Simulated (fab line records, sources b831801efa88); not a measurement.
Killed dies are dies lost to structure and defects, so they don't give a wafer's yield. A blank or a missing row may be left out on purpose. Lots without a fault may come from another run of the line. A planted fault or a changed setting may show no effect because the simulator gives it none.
Chamber matching | flow sky130 | SKY_VIA1_CMP_02 on cmp-01: 4 sister chambers
The step polishes SiO2. 4 wafers are shown with their chamber, then 7 later ones without.

WAFERS WITH THEIR CHAMBER
wafer  | chamber | motor_current_A (A)
L354.4 | 3       | 10.6
L357.6 | 0       | 14.6
L358.2 | 2       | 13.3
L358.3 | 1       | 10.9

WAFERS WITHOUT THEIR CHAMBER
wafer  | motor_current_A (A)
L358.4 | 15.6
L364.2 | 14.4
L364.4 | 10.9
L364.5 | 12.6
L366.3 | 11.7
L366.5 | 14.6
L366.6 | 10.7

WHICH CHAMBER EACH WENT THROUGH
wafer  | from the rows above          | in truth
L358.4 | 0                            | 0
L364.2 | can't be placed: 0 or 2      | 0
L364.4 | can't be placed: 1 or 3      | 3
L364.5 | can't be placed: 2 or 1      | 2
L366.3 | can't be placed: 1 or 3 or 2 | 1
L366.5 | 0                            | 0
L366.6 | can't be placed: 3 or 1      | 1
Placed correctly: 2 of 7. Can't be placed from these rows: 5 (the true chamber is among the candidates in 5). Placed wrongly: 0.
How it was worked out, from the rows above alone: a wafer's distance from a chamber is the root of the sum, over the readings, of the square of ((its reading less the chamber's mean) divided by the reading's scatter). The wafer belongs to the nearest chamber; if the next one is less than 2 further off, it can't be placed. A chamber's mean is the mean of its shown wafers. The scatter: with one shown wafer a chamber, the root of the mean of the squares of how far each hidden wafer lies from its nearest shown one.
